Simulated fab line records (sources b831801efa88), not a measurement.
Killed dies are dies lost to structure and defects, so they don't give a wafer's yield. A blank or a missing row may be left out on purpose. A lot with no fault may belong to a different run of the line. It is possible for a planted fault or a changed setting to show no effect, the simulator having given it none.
fab line records	flow sky130
record lots=5	wafers=15	last_day=50
route steps=708 shown VIA3@588 METAL4@598 CAP2M@603 PAD_OPEN@708
lots untouched by any fault: they come from a run of this same line in which no faults occurred
start_h: start of the lot's first displayed wafer, in hours after the record's first day	wait_h: time in hours since the lot's previous step	" same as the row above	L1.1+2: one row covering several wafers at once	- either no value or no given start	* or withheld: withheld	< > ~ a bound
route shown NAME@n: a module of which the file shows steps, and the number in the route of the first	usual: mean/standard deviation taken from wafers without a fault	same: alike in all rows	chamber/n: place in a boat	sites: the reading at each site	_std_site: standard deviation across them	_edge_site: inner sites' mean taken away from outer sites' mean	radius_mm: how far each site lies from the wafer's centre	mask NAME#n: copy n	behind: the most recent tool/chamber to have shaped the wafer	hold: reason for holding the lot/hours on hold/outcome of the hold	device: the n, p or np transistor that did not switch	end of line: the same wafers' tests at the end of the route	for a step that has no rows: nothing shown but its recipe	killed: not the wafer's yield, but the dies lost to structure and defects at the first sort	map: per-die view of a wafer (x killed, . not killed, _ where there is no die)
set.NAME: the run value of the setting; set.NAME@STEP: its run value at that earlier step	model.NAME: the simulator's own value behind a step, which no gauge read
lots seen at some steps along the route; tables by step, rows by wafer
services: when a tool's chamber went out of use (start_h, in hours from the record's first day, below 0 if earlier), for how many hours, and the reason
## steps
# step SKY_VIA3_ETCH_15
# recipe target=SiO2	chemistry=C4F8/O2/Ar	target_depth_nm=507	stop_on=TiN	mask_material=KrF-thick	source_w=1500	bias_w=1200	pressure_mtorr=40	c4f8_flow_sccm=withheld	O2_flow_sccm=6	Ar_flow_sccm=300	time_s=78
# usual oes_product_au=0.946/0.0049
lot.wafer	tool	chamber	start_h	wait_h	oes_product_au	rf_hours_counter_h
L927.1	rie_diel-03	3	952.34	0.0	0.950	12
L927.2	"	2	"	"	0.944	19
L927.3	"	0	"	"	0.956	15
L933.4	rie_diel-04	0	983.20	0.0	0.951	1
L933.5	"	3	"	"	0.949	-
L933.6	"	0	"	"	0.943	-
L937.3	rie_diel-02	3	1018.42	0.1	0.941	-
L937.5	"	3	"	"	0.943	-
L937.6	"	3	"	"	0.946	-
L938.1	rie_diel-02	2	1021.24	0.0	0.938	9
L938.3	"	3	"	"	0.936	-
L938.5	"	3	"	"	0.939	-
L946.1	rie_diel-04	2	1073.37	0.0	0.946	24
L946.4	"	3	"	"	0.946	20
L946.6	"	0	"	"	0.942	-
# step SKY_VIA3_STRIP_16
# recipe chemistry=O2/N2	power_w=1400	pressure_mtorr=1500	platen_temp_c=withheld	o2_flow_sccm=3000	n2_flow_sccm=300	overash_fraction=0.5
# usual drypump_motor_current_A=5.9/0.48	oes_product_au=0.401/0.0044	strip_time_to_endpoint_s=4.128/0.024
lot.wafer	tool	chamber	start_h	wait_h	drypump_motor_current_A	oes_product_au	rf_hours_counter_h	strip_time_to_endpoint_s
L927.1	plasma_asher-02	1	952.40	0.0	6.3	0.404	57	4.126
L927.2	"	0	"	"	6.4	0.406	57	4.119
L927.3	"	1	"	"	6.3	0.395	-	4.103
L933.4	plasma_asher-01	1	983.29	0.1	5.4	0.398	-	4.120
L933.5	"	0	"	"	6.1	0.407	-	4.115
L933.6	"	1	"	"	5.4	0.404	-	4.140
L937.3	plasma_asher-03	0	1018.57	0.1	5.0	0.408	-	4.138
L937.5	"	0	"	"	5.0	0.405	-	4.131
L937.6	"	1	"	"	5.8	0.391	-	4.113
L938.1	plasma_asher-03	0	1021.33	0.1	5.0	0.397	124	4.138
L938.3	"	1	"	"	5.8	0.404	-	4.136
L938.5	"	0	"	"	5.0	0.403	-	4.142
L946.1	plasma_asher-01	1	1073.43	0.0	5.4	0.398	35	4.114
L946.4	"	1	"	"	5.4	0.397	-	4.130
L946.6	"	0	"	"	6.1	0.401	-	4.122
# step SKY_VIA3_STRIP_17
# recipe chemistry=post_etch_residue_remover	time_s=1200	temp_c=72.5
# step SKY_VIA3_CLEAN_18
# recipe chemistry=IPA	time_s=180	temp_c=25
# step SKY_VIA3_CLEAN_19
# recipe chemistry=O3/DIW	dry=n2_spin
# step SKY_VIA3_SPUTTER_20
# recipe material=TiN	target_thk_nm=20	chamber_pressure_pa=5	power_w=4000	time_s=80
# step SKY_VIA3_CVD_21
# recipe material=W	target_thk_nm=390	time_s=117.31	temp_c=400	pressure_torr=40
# step SKY_VIA3_RS_MEAS_22
# recipe thk_meas_gauge=four-point-probe	reads=W_of_VIA3_CVD_21+TiN_of_VIA3_SPUTTER_20
# usual VIA3_W_RS=0.295/0.0043
lot.wafer	tool	chamber	start_h	wait_h	VIA3_W_RS[ohm/sq]
L927.1	film_metro-01	-	953.18	0.1	0.297
L927.2	"	-	"	"	0.290
L927.3	"	-	"	"	0.294
L933.4	film_metro-01	-	984.21	0.1	0.296
L933.5	"	-	"	"	0.297
L933.6	"	-	"	"	0.296
L937.3	film_metro-02	-	1019.35	0.1	0.297
L937.5	"	-	"	"	0.296
L937.6	"	-	"	"	0.300
L938.1	film_metro-04	-	1022.15	0.1	0.297
L938.3	"	-	"	"	0.298
L938.5	"	-	"	"	0.297
L946.1	film_metro-01	-	1074.24	0.1	0.289
L946.4	"	-	"	"	0.284
L946.6	"	-	"	"	0.287
# step SKY_VIA3_THK_MEAS_23
# recipe thk_meas_gauge=xrf	reads=W_of_VIA3_CVD_21
# usual VIA3_W_THK=380/6.4
lot.wafer	tool	chamber	start_h	wait_h	VIA3_W_THK[nm]
L927.1	film_metro-01	-	953.30	0.1	373
L927.2	"	-	"	"	382
L927.3	"	-	"	"	373
L933.4	film_metro-01	-	984.30	0.1	376
L933.5	"	-	"	"	374
L933.6	"	-	"	"	378
L937.3	film_metro-02	-	1019.45	0.1	378
L937.5	"	-	"	"	378
L937.6	"	-	"	"	375
L938.1	film_metro-04	-	1022.27	0.1	383
L938.3	"	-	"	"	382
L938.5	"	-	"	"	382
L946.1	film_metro-01	-	1074.36	0.1	385
L946.4	"	-	"	"	391
L946.6	"	-	"	"	389
# step SKY_VIA3_CMP_24
# recipe stop_on=SiO2	t_overpolish_s=20	down_force_psi=3.5	platen_rpm=60	target_thk_nm=0	pad_velocity_m_s=0.94248
# usual head_pressure_psi=3.500/0.0083	motor_current_A=11.2/1.1	overpolish_run_s=20.001/0.0091	time_to_endpoint_s=92.6/2.9
lot.wafer	tool	chamber	start_h	wait_h	head_pressure_psi	motor_current_A	overpolish_run_s	time_to_endpoint_s
L927.1	cmp-02	3	953.36	0.1	3.503	10.5	19.981	89.2
L927.2	"	0	"	"	3.499	12.8	19.993	91.6
L927.3	"	1	"	"	3.489	12.2	20.013	91.9
L933.4	cmp-01	2	984.48	0.2	3.518	12.1	19.994	96.2
L933.5	"	3	"	"	3.493	10.0	19.999	94.9
L933.6	"	0	"	"	3.493	10.9	20.001	95.8
L937.3	cmp-02	3	1019.49	0.0	3.503	10.0	20.015	92.3
L937.6	"	3	"	"	3.493	10.5	20.009	92.0
L937.5	"	0	"	"	3.513	13.1	20.001	93.8
L938.3	cmp-01	3	1022.33	0.0	3.503	10.3	19.998	91.1
L938.1	"	1	"	"	3.485	10.9	20.002	97.6
L938.5	"	3	"	"	3.493	9.7	20.003	96.9
L946.4	cmp-02	3	1074.42	0.0	3.500	9.4	20.014	93.8
L946.1	"	2	"	"	3.497	10.6	20.008	93.8
L946.6	"	0	"	"	3.506	12.9	20.011	92.2
# step SKY_METAL4_SPUTTER_00
# recipe material=Ti	target_thk_nm=15	power_w=3000	time_s=10	chamber_pressure_pa=0.4
# step SKY_METAL4_SPUTTER_01
# recipe material=TiN	target_thk_nm=20	power_w=6500	time_s=16.7	chamber_pressure_pa=0.4
# step SKY_METAL4_SPUTTER_02
# recipe material=AlCu	target_thk_nm=735	power_w=10600	time_s=39.1	chamber_pressure_pa=0.4
# usual throttle_valve_pct=30.1/1.2
lot.wafer	tool	chamber	start_h	wait_h	throttle_valve_pct
L927.1	pvd_sputter-02	-	953.70	0.0	28.3
L927.2	"	-	"	"	30.3
L927.3	"	-	"	"	28.8
L933.4	pvd_sputter-02	-	984.68	0.0	29.3
L933.5	"	-	"	"	30.3
L933.6	"	-	"	"	28.6
L937.3	pvd_sputter-02	-	1019.84	0.0	28.3
L937.5	"	-	"	"	30.3
L937.6	"	-	"	"	28.1
L938.1	pvd_sputter-04	-	1022.68	0.0	31.1
L938.3	"	-	"	"	32.5
L938.5	"	-	"	"	31.0
L946.1	pvd_sputter-02	-	1074.77	0.0	29.5
L946.4	"	-	"	"	28.2
L946.6	"	-	"	"	28.8
# step SKY_METAL4_SPUTTER_03
# recipe material=Ti	target_thk_nm=5	power_w=3000	time_s=3.3	chamber_pressure_pa=0.4
# step SKY_METAL4_SPUTTER_04
# recipe material=TiN	target_thk_nm=70	power_w=6500	time_s=58.3	chamber_pressure_pa=0.4
# step SKY_CAP2M_CVD_00
# recipe material=SiO2	target_thk_nm=15.5	temp_c=400	time_s=withheld	rf_w=450
# usual heater_power_w=737/92
lot.wafer	tool	chamber	start_h	wait_h	heater_power_w
L927.1	pecvd-02	1	953.81	0.0	807
L927.2	"	2	"	"	738
L927.3	"	0	"	"	673
L933.4	pecvd-04	0	984.80	0.0	860
L933.5	"	2	"	"	815
L933.6	"	1	"	"	692
L937.3	pecvd-04	2	1019.96	0.0	903
L937.5	"	0	"	"	810
L937.6	"	2	"	"	906
L938.1	pecvd-01	0	1022.78	0.0	614
L938.3	"	1	"	"	616
L938.5	"	0	"	"	605
L946.1	pecvd-01	0	1074.88	0.0	741
L946.4	"	0	"	"	726
L946.6	"	1	"	"	619
# step SKY_CAP2M_THK_MEAS_01
# recipe reads=SiO2_of_CAP2M_CVD_00
# usual CAP2M_CVD_00_THK=15.56/0.22
lot.wafer	tool	chamber	start_h	wait_h	CAP2M_CVD_00_THK[nm]
L927.1	film_metro-03	-	953.83	-	15.60
L927.2	"	-	"	"	15.36
L927.3	"	-	"	"	15.48
L933.4	film_metro-03	-	984.84	-	15.27
L933.5	"	-	"	"	15.58
L933.6	"	-	"	"	15.40
L937.3	film_metro-02	-	1020.00	-	15.46
L937.5	"	-	"	"	15.49
L937.6	"	-	"	"	15.49
L938.1	film_metro-01	-	1022.80	-	15.78
L938.3	"	-	"	"	15.56
L938.5	"	-	"	"	15.69
L946.1	film_metro-02	-	1074.90	-	15.37
L946.4	"	-	"	"	15.69
L946.6	"	-	"	"	15.56
# step SKY_CAP2M_SPUTTER_02
# recipe material=TiN	target_thk_nm=200	temp_c=300	power_w=6500	time_s=166.7	chamber_pressure_pa=0.4
# usual throttle_valve_pct=29.9/0.89
lot.wafer	tool	chamber	start_h	wait_h	throttle_valve_pct
L927.1	pvd_sputter-01	-	953.89	0.1	29.5
L927.2	"	-	"	"	29.1
L927.3	"	-	"	"	30.7
L933.4	pvd_sputter-01	-	984.87	0.0	29.6
L933.5	"	-	"	"	28.9
L933.6	"	-	"	"	30.8
L937.3	pvd_sputter-01	-	1020.04	0.0	30.9
L937.5	"	-	"	"	29.2
L937.6	"	-	"	"	30.8
L938.1	pvd_sputter-03	-	1022.86	0.1	30.3
L938.3	"	-	"	"	31.6
L938.5	"	-	"	"	31.5
L946.1	pvd_sputter-01	-	1074.96	0.1	29.1
L946.4	"	-	"	"	29.7
L946.6	"	-	"	"	29.6
# step SKY_CAP2M_RS_MEAS_03
# recipe thk_meas_gauge=four-point-probe	reads=TiN_of_CAP2M_SPUTTER_02
# usual CAP2M_TIN_RS=6.88/0.066
lot.wafer	tool	chamber	start_h	wait_h	CAP2M_TIN_RS[ohm/sq]
L927.1	film_metro-02	-	954.00	0.1	6.83
L927.2	"	-	"	"	6.83
L927.3	"	-	"	"	6.84
L933.4	film_metro-01	-	985.04	0.1	6.91
L933.5	"	-	"	"	6.82
L933.6	"	-	"	"	6.85
L937.3	film_metro-01	-	1020.19	0.1	6.90
L937.5	"	-	"	"	6.82
L937.6	"	-	"	"	6.86
L938.1	film_metro-03	-	1022.97	0.1	6.87
L938.3	"	-	"	"	6.82
L938.5	"	-	"	"	6.81
L946.1	film_metro-02	-	1075.07	0.1	6.84
L946.4	"	-	"	"	6.87
L946.6	"	-	"	"	6.84
# step SKY_CAP2M_THK_MEAS_04
# recipe thk_meas_gauge=xrf	reads=TiN_of_CAP2M_SPUTTER_02
# usual CAP2M_TIN_THK=205.3/2.2
lot.wafer	tool	chamber	start_h	wait_h	CAP2M_TIN_THK[nm]
L927.1	film_metro-02	-	954.12	0.1	207.1
L927.2	"	-	"	"	206.6
L927.3	"	-	"	"	207.2
L933.4	film_metro-01	-	985.13	0.1	203.7
L933.5	"	-	"	"	206.6
L933.6	"	-	"	"	206.2
L937.3	film_metro-01	-	1020.29	0.1	204.3
L937.5	"	-	"	"	207.4
L937.6	"	-	"	"	206.2
L938.1	film_metro-03	-	1023.09	0.1	204.6
L938.3	"	-	"	"	206.6
L938.5	"	-	"	"	208.0
L946.1	film_metro-02	-	1075.19	0.1	206.9
L946.4	"	-	"	"	206.1
L946.6	"	-	"	"	208.2
# step SKY_CAP2M_DEHYDRATE_05
# recipe temp_c=200	time_s=60
# step SKY_CAP2M_HMDS_06
# recipe prime_time_s=60	prime_temp_c=120
# step SKY_CAP2M_COAT_07
# recipe resist=NOVOLAK	spin_rpm=3000	resist_thk_nm=1140
# step SKY_CAP2M_SOFTBAKE_08
# recipe temp_c=90	time_s=60	resist=NOVOLAK
# step SKY_CAP2M_EXPOSE_09
# recipe mask_id=CAP2M	na=0.6	source_shape=conventional	sigma_outer=0.6	polarization=unpolarized	target_cd_nm=1000	dose_mj=159
# step SKY_CAP2M_PEB_10
# recipe temp_c=withheld	time_s=*	resist=NOVOLAK
# step SKY_CAP2M_DEVELOP_11
# recipe resist=NOVOLAK	developer=TMAH	develop_time_s=60	dev_temp_c=23
# step SKY_CAP2M_OVL_MEAS_12
# usual CAP2M_OVL=-0.4/1.4
lot.wafer	tool	chamber	start_h	wait_h	CAP2M_OVL[nm]
L927.1	overlay-02	-	977.59	0.1	-1.7
L927.2	"	-	"	"	-0.1
L927.3	"	-	"	"	-1.4
L933.4	overlay-02	-	1007.60	0.1	0.8
L933.5	"	-	"	"	0.9
L933.6	"	-	"	"	0.1
L937.3	overlay-01	-	1041.99	0.1	-1.3
L937.5	"	-	"	"	-1.4
L937.6	"	-	"	"	-2.2
L938.1	overlay-02	-	1044.69	0.1	-0.7
L938.3	"	-	"	"	0.3
L938.5	"	-	"	"	-0.1
L946.1	overlay-02	-	1095.72	0.1	0.1
L946.4	"	-	"	"	1.0
L946.6	"	-	"	"	-1.0
# step SKY_CAP2M_METAL_ETCH_13
# recipe target_depth_nm=220	stop_on=SiO2	chemistry=Cl2/BCl3	target=TiN	pressure_mtorr=10	icp_w=900	bias_w=48.5	Cl2_flow_sccm=60	bcl3_flow_sccm=30	time_s=62.9
# step SKY_CAP2M_STRIP_14
# recipe chemistry=O2/N2	power_w=1400	pressure_mtorr=1500	platen_temp_c=withheld	o2_flow_sccm=3000	n2_flow_sccm=300	overash_fraction=0.5
# step SKY_CAP2M_STRIP_15
# recipe chemistry=post_etch_residue_remover	time_s=1200	temp_c=72.5
# step SKY_CAP2M_CLEAN_16
# recipe chemistry=IPA	time_s=180	temp_c=25
# step SKY_CAP2M_CLEAN_17
# recipe chemistry=O3/DIW	dry=n2_spin
# step SKY_METAL4_DEHYDRATE_05
# recipe temp_c=200	time_s=60
# step SKY_METAL4_HMDS_06
# recipe prime_time_s=60	prime_temp_c=120
# step SKY_METAL4_COAT_07
# recipe resist=BARC	temp_c=withheld	time_s=withheld	spin_rpm=3000	resist_thk_nm=60
# step SKY_METAL4_COAT_08
# recipe resist=KrF-thick	spin_rpm=3000	resist_thk_nm=1140
# step SKY_METAL4_SOFTBAKE_09
# recipe temp_c=100	time_s=90	resist=KrF-thick
# step SKY_METAL4_EXPOSE_10
# recipe mask_id=MM4	na=0.68	source_shape=annular	sigma_inner=0.4	sigma_outer=0.8	target_cd_nm=300	dose_mj=28
# step SKY_METAL4_PEB_11
# recipe peb_temp_c=withheld	peb_time_s=withheld	resist=KrF-thick
# step SKY_METAL4_DEVELOP_12
# recipe develop_time_s=60	resist=KrF-thick	dev_temp_c=21
# step SKY_METAL4_CD_MEAS_13
# recipe target_cd_nm=300
# usual cd_nm=300.0/1.5
lot.wafer	tool	chamber	start_h	wait_h	cd_nm
L927.1	cd_sem-01	-	1000.62	-	302.3
L927.2	"	-	"	"	301.6
L927.3	"	-	"	"	302.1
L933.4	cd_sem-02	-	1030.83	-	302.3
L933.5	"	-	"	"	302.8
L933.6	"	-	"	"	301.2
L937.3	cd_sem-01	-	1064.31	-	299.9
L937.5	"	-	"	"	300.4
L937.6	"	-	"	"	299.2
L938.1	cd_sem-01	-	1066.82	-	299.3
L938.3	"	-	"	"	300.9
L938.5	"	-	"	"	301.4
L946.1	cd_sem-01	-	1116.67	-	302.1
L946.4	"	-	"	"	301.7
L946.6	"	-	"	"	301.9
# step SKY_PAD_OPEN_PROBE_99
# usual defect_limited_yield=82.4/2.1	killed_at_M0_to_M3=43/7.4	killed_at_M4_up=3.1/1.9	killed_at_contacts=25/5.4	killed_at_front_end=15/4.3	killed_at_other=0.3/0.54	killed_dies=86/10	killed_open=46/7.4	killed_short=40/7	sort_bin_3_pad_short=0.9/0.39	sort_bin_5_function=10.3/1.6	sort_bin_6_memory=6.4/1.1	sort_n_pass=406/10	sort_yield_pct=82.4/2.1
# same gross_dies=492	killed_at_back_side=0	sort_bin_4_leakage[%]=0	sort_bin_8_speed[%]=0
lot.wafer	tool	chamber	start_h	wait_h	defect_limited_yield[%]	killed_at_M0_to_M3	killed_at_M4_up	killed_at_contacts	killed_at_front_end	killed_at_other	killed_dies	killed_open	killed_short	sort_bin_3_pad_short[%]	sort_bin_5_function[%]	sort_bin_6_memory[%]	sort_n_pass	sort_yield_pct[%]	model.etest.tester.sort_n_pass	model.etest.tester.sort_yield_pct	model.etest.tester.sort_bin_5_pct	model.etest.tester.sort_bin_3_pct
L927.1	prober-01	-	1094.47	0.1	79.3	47	9	23	22	1	102	50	52	1.0	11.2	8.5	390	79.3	390	79.27	11.18	1.016
L927.2	prober-01	-	1094.52	0.1	81.7	40	3	37	10	0	90	51	39	1.8	10.6	5.9	402	81.7	402	81.71	10.57	1.829
L927.3	prober-01	-	1094.57	0.2	81.5	49	1	21	20	0	91	50	40	1.0	10.8	6.7	401	81.5	401	81.5	10.77	1.016
L933.4	prober-01	-	1121.57	0.2	83.1	37	3	30	13	0	83	43	40	1.4	8.7	6.7	409	83.1	409	83.13	8.74	1.423
L933.5	prober-01	-	1121.62	0.2	84.8	31	5	23	16	0	75	34	40	1.0	8.3	5.9	417	84.8	417	84.76	8.333	1.016
L933.6	prober-01	-	1121.67	0.2	81.3	49	2	24	17	0	92	50	42	0.8	10.0	7.9	400	81.3	400	81.3	9.959	0.813
L937.3	prober-01	-	1151.08	0.2	81.1	49	2	25	17	0	93	44	49	1.0	11.6	6.3	399	81.1	399	81.1	11.59	1.016
L937.5	prober-01	-	1151.18	0.2	79.7	52	0	38	10	0	100	59	41	0.4	13.4	6.5	392	79.7	392	79.67	13.41	0.4065
L937.6	prober-01	-	1151.23	0.2	82.9	45	0	25	13	1	84	53	30	0.4	10.6	6.1	408	82.9	408	82.93	10.57	0.4065
L938.1	prober-02	-	1152.24	0.1	82.5	46	5	16	19	0	86	41	45	1.4	10.6	5.5	406	82.5	406	82.52	10.57	1.423
L938.3	prober-02	-	1152.34	0.2	82.9	44	3	26	11	0	84	38	46	1.2	8.7	7.1	408	82.9	408	82.93	8.74	1.22
L938.5	prober-02	-	1152.44	0.2	82.3	37	1	30	19	0	87	42	45	0.6	12.2	4.9	405	82.3	405	82.32	12.2	0.6098
L946.1	prober-02	-	1193.99	0.1	82.9	42	2	24	15	1	84	39	45	1.4	9.1	6.5	408	82.9	408	82.93	9.146	1.423
L946.4	prober-02	-	1194.14	0.2	77.0	33	47	23	10	0	113	43	26	1.0	15.2	6.7	379	77.0	379	77.03	15.24	1.016
L946.6	prober-02	-	1194.24	0.2	85.4	29	3	30	10	0	72	45	27	0.8	8.9	4.9	420	85.4	420	85.37	8.943	0.813
# killed by level:class
L927.1 VIA3:geometric_particle:open=11 METAL4:geometric_particle:short=8 POLY_GATE:geometric_particle:open=7 LI_CONTACT:geometric_particle:short=7 LI_CONTACT:geometric_particle:open=7 VIA1:geometric_particle:short=6 VIA3:geometric_particle:short=6 VIA1:geometric_particle:open=6
L927.2 LI_CONTACT:geometric_particle:open=12 METAL2:geometric_particle:short=8 CONTACT:geometric_particle:open=8 VIA1:geometric_particle:open=8 CONTACT:geometric_particle:short=7 VIA3:geometric_particle:open=7 LOCAL_INTERCONNECT:geometric_particle:short=5 VIA2:geometric_particle:open=5
L927.3 LI_CONTACT:geometric_particle:open=11 METAL2:geometric_particle:short=9 VIA1:geometric_particle:open=8 CONTACT:geometric_particle:open=7 VIA2:geometric_particle:open=7 VIA3:geometric_particle:short=6 POLY_GATE:geometric_particle:open=5 METAL1:geometric_particle:short=5
L933.4 CONTACT:geometric_particle:open=10 VIA1:geometric_particle:open=8 LI_CONTACT:geometric_particle:open=7 VIA1:geometric_particle:short=6 FIELD_ISO:geometric_particle:short=5 FIELD_ISO:geometric_particle:open=5 LOCAL_INTERCONNECT:geometric_particle:short=5 CONTACT:geometric_particle:short=5
L933.5 VIA1:geometric_particle:open=8 LI_CONTACT:geometric_particle:open=7 FIELD_ISO:geometric_particle:short=6 CONTACT:geometric_particle:open=6 METAL1:geometric_particle:short=5 METAL4:geometric_particle:short=5 VIA1:geometric_particle:short=4 LOCAL_INTERCONNECT:geometric_particle:short=4
L933.6 VIA2:geometric_particle:open=10 FIELD_ISO:geometric_particle:short=7 LI_CONTACT:geometric_particle:open=7 CONTACT:geometric_particle:open=7 METAL1:geometric_particle:short=7 VIA1:geometric_particle:short=6 VIA1:geometric_particle:open=6 VIA3:geometric_particle:open=6
L937.3 VIA1:geometric_particle:open=9 CONTACT:geometric_particle:open=8 VIA2:geometric_particle:open=7 LOCAL_INTERCONNECT:geometric_particle:short=6 VIA1:geometric_particle:short=6 LI_CONTACT:geometric_particle:short=5 METAL1:geometric_particle:short=5 METAL3:geometric_particle:short=5
L937.5 CONTACT:geometric_particle:open=15 VIA1:geometric_particle:open=14 LI_CONTACT:geometric_particle:open=8 LI_CONTACT:geometric_particle:short=6 METAL1:geometric_particle:short=6 VIA1:geometric_particle:short=6 VIA2:geometric_particle:open=5 LOCAL_INTERCONNECT:geometric_particle:short=4
L937.6 VIA1:geometric_particle:open=13 LI_CONTACT:geometric_particle:open=8 CONTACT:geometric_particle:open=8 VIA2:geometric_particle:open=7 VIA3:geometric_particle:open=5 POLY_GATE:geometric_particle:open=4 POLY_GATE:geometric_particle:short=4 LI_CONTACT:geometric_particle:short=4
L938.1 VIA1:geometric_particle:short=10 VIA1:geometric_particle:open=8 LI_CONTACT:geometric_particle:open=7 VIA3:geometric_particle:open=7 FIELD_ISO:geometric_particle:short=6 METAL2:geometric_particle:short=6 METAL1:geometric_particle:short=6 POLY_GATE:geometric_particle:short=5
L938.3 METAL2:geometric_particle:short=10 VIA1:geometric_particle:open=9 CONTACT:geometric_particle:short=8 CONTACT:geometric_particle:open=7 LOCAL_INTERCONNECT:geometric_particle:short=6 VIA3:geometric_particle:open=6 POLY_GATE:geometric_particle:open=4 VIA2:geometric_particle:short=4
L938.5 VIA1:geometric_particle:open=10 METAL2:geometric_particle:short=9 CONTACT:geometric_particle:open=8 CONTACT:geometric_particle:short=7 LOCAL_INTERCONNECT:geometric_particle:short=6 POLY_GATE:geometric_particle:short=5 FIELD_ISO:geometric_particle:open=4 FIELD_ISO:geometric_particle:short=4
L946.1 METAL1:geometric_particle:short=10 CONTACT:geometric_particle:open=8 FIELD_ISO:geometric_particle:short=7 VIA1:geometric_particle:open=6 LI_CONTACT:geometric_particle:open=5 CONTACT:geometric_particle:short=5 VIA2:geometric_particle:open=5 METAL2:geometric_particle:short=4
L946.4 METAL4:unspecified=44 VIA1:geometric_particle:open=10 LI_CONTACT:geometric_particle:open=8 CONTACT:geometric_particle:open=8 VIA2:geometric_particle:open=5 POLY_GATE:geometric_particle:open=4 METAL1:geometric_particle:short=4 CONTACT:geometric_particle:short=3
L946.6 CONTACT:geometric_particle:open=13 VIA1:geometric_particle:open=7 LI_CONTACT:geometric_particle:open=7 METAL1:geometric_particle:short=6 LI_CONTACT:geometric_particle:short=4 CONTACT:geometric_particle:short=3 VIA2:geometric_particle:open=3 FIELD_ISO:geometric_particle:short=2
# map L946.4 (x killed, . not)
__________....xx.x.._________
________.x............_______
______x................._____
_____.................x..____
____.x..x.x...x.........x.___
___.....x..................__
__x..x..........x....x.x...._
_........x...............xx..
_............x...............
_.x..x...x.......x...x.....x.
_..x......x......xxx..x......
_x...x..x.....x...xxxxxx..xxx
_x.....x.....xxx.xxxxx.x.x...
_x....x.....x..x..xxxxxxx....
_..........x.....x.xxxxxxx..x
__..........x.....xxxxxx.x.._
___x..x...........xx.xx..x.__
____.......x.....xxxxxx...___
_____.........x...x.x...x____
______..x..x........x.xx_____
________.............._______
__________..xx.....x_________
# map L933.6 (x killed, . not)
__________...x..x..._________
________.............._______
______........x........._____
_____.x....x...x....xx.x.____
____........x..x...xx...x.___
___.....x..x.x.....x.....x.__
__xx..x........x.........x.._
_...x......x..x.x.....xx...xx
_x.xxx.........x.x..x...x..x.
_.....x..x.x.......x.........
_x.........x.................
_..................x........x
_...x.....x.........x.x......
_..........x....xxx.x...x...x
_x........x...x..x....x.....x
__.x.....x..x..xx.x....x..xx_
___.xx................x....__
____.........x..........x.___
_____.x.x..........x.....____
______....x....xx......._____
________...x.x....xx.x_______
__________.x........_________
## services
tool	chamber	start_h	hours	kind
pvd_sputter-03	-	931.22	1.7	repair
cmp-02	-	937.76	2.3	repair
rie_diel-03	-	938.95	2.8	pm
pvd_sputter-04	-	939.78	1.8	repair
cmp-01	-	941.52	5.0	repair
pvd_sputter-03	-	942.46	1.6	repair
rie_diel-02	0	950.75	7.5	repair
rie_diel-02	3	959.75	7.5	repair
plasma_asher-01	-	960.59	14.3	repair
rie_diel-02	0	961.73	7.6	repair
rie_diel-03	1	965.04	5.9	repair
rie_diel-02	-	970.00	2.8	pm
cmp-01	-	974.68	2.7	repair
rie_diel-02	1	984.71	122.1	repair
pecvd-04	0	998.34	12.1	repair
rie_diel-03	3	1009.27	4.5	repair
rie_diel-02	2	1012.39	7.3	repair
rie_diel-02	0	1016.00	9.5	repair
rie_diel-02	-	1039.46	0.7	repair
pecvd-01	-	1044.52	6.0	pm
plasma_asher-01	-	1047.98	6.6	repair
plasma_asher-03	-	1055.25	9.0	pm
pecvd-04	-	1059.26	0.3	repair
cmp-01	-	1061.40	1.2	repair
## key
first_sign step=SKY_PAD_OPEN_PROBE_99	reading=killed_at_M4_up	direction=up	sigmas=24	usual=3.1	struck=47
effect step=SKY_PAD_OPEN_PROBE_99	reading=sort_bin_5_function	direction=up	sigmas=3.1	usual=10.3	struck=15.2
model_effect step=SKY_PAD_OPEN_PROBE_99	value=etest.tester.sort_n_pass	without=415	struck=379
met_at SKY_METAL4_SPUTTER_02
struck_wafers L946.4
onset_between 1019.84 1074.77
fault kind=chamber_particle_source	tool=pvd_sputter-02	chamber=-	onset_h=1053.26	steps=SKY_METAL4_SPUTTER_02	rate_per_visit_cm2=0.41467	end_h=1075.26	scope=struck_wafers_only
